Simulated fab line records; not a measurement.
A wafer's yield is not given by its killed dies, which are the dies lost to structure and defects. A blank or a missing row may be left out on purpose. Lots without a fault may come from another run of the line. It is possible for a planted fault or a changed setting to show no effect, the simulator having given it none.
A struck lot beside a sound one | flow sky130 | 17 steps out of a route of 708
Sound: the wafers L100.1, L100.3, L100.5. Wafers L995.1, L995.3, L995.5 were the ones struck. The cause is given at the end.
At each step with rows: each side's tool, then ch and its chambers, then its first start. Under that, the readings that differ: sound wafers | struck wafers | difference of the means | sigmas: that difference in standard deviations of wafers without a fault.
alike: readings with means less than 2 such deviations apart, plus words and numbers identical on both sides. not compared: withheld readings, readings lacking a value on some wafer, bounds such as >300 that could conceal the same value, and numbers that have no deviation in the record and whose values overlap.
Wherever a step has rows on one side only, a row that says differs or no value, or a row with sigmas, the two part there. Non-overlapping numbers with no deviation appear without sigmas and do not part them. Lack of a reading on every wafer of one side parts them only where that side has two or more wafers.

first, 1 step without rows for these wafers: SKY_VT_ADJUST_LVTN_IMPLANT_19.
SKY_VT_ADJUST_LVTN_STRIP_20: strips in O2/N2.
  sound on plasma_asher-03 ch 0,1, day 9 14:07; struck on plasma_asher-02 ch 0,1, day 9 10:11
  reading                      | sound             | struck            | difference | sigmas
  strip_time_to_endpoint_s (s) | 14.11 14.17 14.13 | 14.28 14.23 14.23 | +0.11      | +3
  alike: drypump_motor_current_A, oes_product_au
  not compared: rf_hours_counter_h
SKY_VT_ADJUST_LVTN_TW_MEAS_21:
  sound on film_metro-01 at day 9 14:13; struck on film_metro-01 at day 9 10:17
  alike: VT_ADJUST_LVTN_2_TW
then, 7 steps without rows for these wafers: SKY_VT_ADJUST_NCORE_DEHYDRATE_00 (time 60 s); SKY_VT_ADJUST_NCORE_HMDS_01 (prime time 60 s); SKY_VT_ADJUST_NCORE_COAT_02 (resist thk 1140 nm); SKY_VT_ADJUST_NCORE_SOFTBAKE_03 (time 60 s); SKY_VT_ADJUST_NCORE_EXPOSE_04 (exposes mask LVTN COMPLEMENT THIN, target cd 380 nm); SKY_VT_ADJUST_NCORE_PEB_05; SKY_VT_ADJUST_NCORE_DEVELOP_06 (develop time 60 s).
SKY_VT_ADJUST_NCORE_CD_MEAS_07 targets a cd of 380 nm.
  sound on cd_sem-01 at day 10 11:29; struck on cd_sem-01 at day 10 08:04
  alike: cd_nm
SKY_VT_ADJUST_NCORE_OVL_MEAS_08:
  sound on overlay-02 at day 10 11:37; struck on overlay-02 at day 10 08:11
  reading                  | sound          | struck      | difference | sigmas
  VT_ADJUST_NCORE_OVL (nm) | -1.8 -2.7 -0.2 | 1.9 1.3 0.1 | +2.7       | +2
SKY_VT_ADJUST_NCORE_IMPLANT_09:
  sound on implanter-04 ch 0, day 10 11:53; struck on implanter-03 ch 0, day 10 08:13
  reading                          | sound                      | struck                           | difference  | sigmas
  beam_on_s (s)                    | 10.12 9.97 9.93            | 12.55 12.82 12.54                | +2.63       | +13
  end_station_pressure_torr (Torr) | 4.91e-06 5.21e-06 5.17e-06 | 0.00011295 0.00010715 0.00011627 | +0.00010703 | +99 or more
  faraday_current_uA               | 13.37 13.65 13.58          | 10.92 10.64 10.95                | -2.70       | -10
SKY_VT_ADJUST_NCORE_STRIP_10: strips in O2/N2.
  sound on plasma_asher-01 ch 0,1, day 10 12:02; struck on plasma_asher-03 ch 0,1, day 10 08:22
  alike: drypump_motor_current_A, oes_product_au, strip_time_to_endpoint_s
  not compared: rf_hours_counter_h
SKY_VT_ADJUST_NCORE_TW_MEAS_11:
  sound on film_metro-01 at day 10 12:08; struck on film_metro-01 at day 10 08:28
  reading            | sound             | struck            | difference | sigmas
  VT_ADJUST_NCORE_TW | 216.1 214.5 216.1 | 230.2 229.0 230.4 | +14.3      | +5
then, 1 step without rows for these wafers: SKY_VT_ADJUST_HVTR_DEHYDRATE_00 (time 60 s).
-- the record jumps here: 38 days lie between the struck wafers' starts before and after (it left off in module VT_ADJUST_HVTR and takes up again in module PAD_OPEN, whose first step shown is number 708 of the route) --
SKY_PAD_OPEN_PROBE_99:
  sound on prober-01 at day 48 19:32; struck on prober-01 at day 48 11:54
  reading                                    | sound                        | struck                        | difference | sigmas
  model.etest.nfet_16v.r_on_ohm_um           | 1.396e+04 1.374e+04 1.39e+04 | 1.54e+04 1.564e+04 1.557e+04  | +1.67e+03  |
  model.etest.pfet_16v.r_on_ohm_um           | 1.5e+04 1.482e+04 1.456e+04  | 1.414e+04 1.374e+04 1.388e+04 | -8.733e+02 |
  model.etest.pfet_g5v0d10v5.r_on_ohm_um     | 4818 4730 4775               | 4415 4471 4491                | -315       |
  model.etest.res_pwell_under_gate.rs_ohm_sq | 2285 2260 2255               | 2199 2233 2210                | -53        |
  model.etest.nfet_g5v0d10v5.r_on_ohm_um     | 1878 1843 1873               | 1916 1943 1939                | +68        |
  model.etest.tip_p_5v.rs_ohm_sq             | 2888 2885 2901               | 2799 2789 2822                | -88        |
  alike: killed_at_M0_to_M3, killed_at_M4_up, killed_at_contacts, killed_at_front_end, killed_at_other, killed_dies, killed_open, killed_short
  not compared: model.etest.tip_p.rs_ohm_sq, model.etest.pfet_01v8.r_on_ohm_um

== WHERE THEY PART ==
Earliest at SKY_VT_ADJUST_LVTN_STRIP_20; latest, in this record, at SKY_VT_ADJUST_NCORE_TW_MEAS_11. Later steps at which nothing parts them and some readings are alike: SKY_PAD_OPEN_PROBE_99.

WHY: what the simulator had put in
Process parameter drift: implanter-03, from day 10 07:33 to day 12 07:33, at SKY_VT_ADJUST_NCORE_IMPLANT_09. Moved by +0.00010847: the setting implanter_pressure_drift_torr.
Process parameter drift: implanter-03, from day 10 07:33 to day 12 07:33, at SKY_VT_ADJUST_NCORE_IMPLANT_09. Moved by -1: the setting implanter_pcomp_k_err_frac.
